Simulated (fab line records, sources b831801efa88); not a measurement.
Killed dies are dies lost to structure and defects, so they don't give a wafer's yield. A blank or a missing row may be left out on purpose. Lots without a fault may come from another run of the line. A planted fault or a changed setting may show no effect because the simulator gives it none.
A struck lot beside a sound one | flow sky130 | 22 steps out of a route of 708
Sound: wafers L582.3, L582.4, L582.5. Struck: wafers L601.5, L601.6. (L601.1 of the same lot was not struck and is left out.) The cause comes at the end.
At each step with rows: each side's tool, then ch and its chambers, then its first start. Under that, the readings that differ: sound wafers | struck wafers | difference of the means | sigmas: that difference in standard deviations of wafers without a fault.
alike: readings whose means differ by less than 2 such deviations, and words and numbers that are the same on both sides. not compared: withheld readings, readings that some wafer has no value for, bounds like >300 that may hide the same value, and numbers for which the record gives no deviation and whose values overlap.
The two part at a step that has a row with sigmas, a row that says differs or no value, or rows on one side only. Numbers that don't overlap but have no deviation are shown without sigmas and don't part them. A reading that every wafer of one side lacks parts them only if that side has two wafers or more.

SKY_SD_N_RTA_14: time 2 s.
  sound on rtp_anneal-02 ch 0, day 28 03:51; struck on rtp_anneal-02 ch 0, day 34 17:26
  alike: lamp_power_pct, wafer_temp_C_max
SKY_SD_N_RS_MEAS_16: measures by four-point-probe.
  sound on film_metro-04, day 28 04:02; struck on film_metro-04, day 34 17:36
  alike: SD_N_RS
SKY_SD_N_RS_MEAS_17: measures by four-point-probe.
  sound on film_metro-04, day 28 04:10; struck on film_metro-04, day 34 17:43
  reading          | sound             | struck      | difference | sigmas
  SD_P_RS (ohm/sq) | 147.7 148.0 147.7 | 147.0 147.0 | -0.8       | -2
SKY_SD_N_RS_MEAS_18: measures by four-point-probe.
  sound on film_metro-04, day 28 04:17; struck on film_metro-04, day 34 17:50
  alike: RES_XHIGH_RS
then, 2 steps without rows for these wafers: SKY_SALICIDE_CLEAN_00 (cleans in HF-last, time 30 s); SKY_LI_CONTACT_HDPCVD_00 (deposits PSG, target thk 930 nm, time 155 s).
SKY_LI_CONTACT_THK_MEAS_01:
  sound on film_metro-02, day 28 04:30; struck on film_metro-04, day 34 18:05
  alike: LI_CONTACT_HDPCVD_THK
SKY_LI_CONTACT_CMP_02: polishes PSG.
  sound on cmp-02 ch 0,1, day 28 04:35; struck on cmp-01 ch 0,1, day 34 18:17
  alike: motor_current_A, time_to_endpoint_s
SKY_LI_CONTACT_BOW_MEAS_03:
  sound on film_metro-04, day 28 04:53; struck on film_metro-02, day 34 18:26
  alike: LI_CONTACT_BOW
then, 2 steps without rows for these wafers: SKY_LI_CONTACT_DEHYDRATE_04 (time 60 s); SKY_LI_CONTACT_HMDS_05 (prime time 60 s).
SKY_LI_CONTACT_COAT_06: resist thk 60 nm.
  sound on litho_track-01 ch 0, day 28 18:38; struck on litho_track-01 ch 0, day 35 07:48
  alike: exhaust_pa
then, 5 steps without rows for these wafers: SKY_LI_CONTACT_COAT_07 (resist thk 450 nm); SKY_LI_CONTACT_SOFTBAKE_08 (time 90 s); SKY_LI_CONTACT_EXPOSE_09 (exposes mask LICM1, target cd 170 nm); SKY_LI_CONTACT_PEB_10; SKY_LI_CONTACT_DEVELOP_11 (develop time 60 s).
SKY_LI_CONTACT_CD_MEAS_12: target cd 170 nm.
  sound on cd_sem-02, day 29 09:08; struck on cd_sem-02, day 35 21:03
  alike: cd_nm
SKY_LI_CONTACT_OVL_MEAS_13:
  sound on overlay-01, day 29 09:14; struck on overlay-01, day 35 21:10
  alike: LI_CONTACT_OVL
SKY_LI_CONTACT_ETCH_14: etches BARC in N2/H2, stops on SiO2, time 45.9 s, target depth 60 nm.
  sound on rie_diel-02 ch 2,3, day 29 09:16; struck on rie_diel-02 ch 1,2, day 35 21:12
  reading                  | sound             | struck      | difference | sigmas
  oes_product_au (a.u.)    | 0.853 0.857 0.852 | 0.808 0.809 | -0.045     | -9
  model.etch.depth_nm (nm) | 59.89 59.9 59.8   | 54.8 54.72  | -5.1       |
  alike: chamber_pressure_mTorr, drypump_motor_current_A, throttle_valve_pct
  not compared: rf_hours_counter_h
SKY_LI_CONTACT_ETCH_15: etches PSG in C4F8/O2/Ar, stops on Si, target depth 600 nm.
  sound on rie_diel-02 ch 2,3, day 29 09:18; struck on rie_diel-02 ch 1,2, day 35 21:14
  alike: chamber_pressure_mTorr, oes_product_au
then, 1 step without rows for these wafers: SKY_PAD_OPEN_PROBE_99.

WHERE THEY PART
First at SKY_SD_N_RS_MEAS_17; last, within this record, at SKY_LI_CONTACT_ETCH_14. Later steps at which nothing parts them and some readings are alike: SKY_LI_CONTACT_ETCH_15.

WHY: what the simulator had put in
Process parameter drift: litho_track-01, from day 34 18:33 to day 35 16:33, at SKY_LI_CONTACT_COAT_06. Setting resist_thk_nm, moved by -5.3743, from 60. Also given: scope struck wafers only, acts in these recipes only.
